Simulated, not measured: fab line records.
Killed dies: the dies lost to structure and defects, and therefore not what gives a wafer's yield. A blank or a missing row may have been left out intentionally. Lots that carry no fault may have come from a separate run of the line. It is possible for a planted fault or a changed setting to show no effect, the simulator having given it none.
What tool caused it?	flow gf180mcu	18 wafers from 6 lots sampled at 2 of the route's 602 steps

== WHAT THE GAUGES READ, wafer by wafer ==
GF_V4_BOW_MEAS_05.
lot	measured	on	V4_BOW (um)
L610	day 23 22:14	film metro-04	145 134 151
L612	day 24 14:25	film metro-01	127 122 139
L615	day 25 13:15	film metro-02	128 133 129
L617	day 26 08:49	film metro-04	125 123 132
L622	day 27 19:23	film metro-04	123 125 112
L631	day 30 08:14	film metro-01	128 147 134

== WHAT TOOL EACH LOT RAN ON (gives the tool, then ch and the chambers of the sampled wafers, and finally the start) ==
lot	GF_V3_CMP_26
L610	cmp-01 ch 0,1,3, day 22 21:53
L612	cmp-01 ch 0,3, day 23 14:19
L615	cmp-01 ch 2,3, day 24 14:02
L617	cmp-02 ch 2,3, day 25 09:25
L622	cmp-01 ch 1,3, day 26 21:08
L631	cmp-01 ch 0,2,3, day 29 11:59
- GF_V3_CMP_26: polishes, stops on SiO2, t overpolish 15 s, target thk 0 nm.

== THE ANSWER, worked out from the rows above alone ==
Rule: what is usual is taken from the lots themselves. The widest of any qualifying gaps counts: lots, ordered by their means at a reading, are off when they make up no more than a third of the lots, leave a main group of 4 or more, and stand apart from it by 3 or more times the standard deviation of that group's means. If all means in a main group match to the digits the tables above print for the reading, that group is not used. A lot without any number at a reading at which 4 lots or more have one is off too. The other lots that the step has rows for count as sound.
Across all readings shown, no lot is off: no conclusion can be drawn from this.

== WHAT THE SIMULATOR PUT IN ==
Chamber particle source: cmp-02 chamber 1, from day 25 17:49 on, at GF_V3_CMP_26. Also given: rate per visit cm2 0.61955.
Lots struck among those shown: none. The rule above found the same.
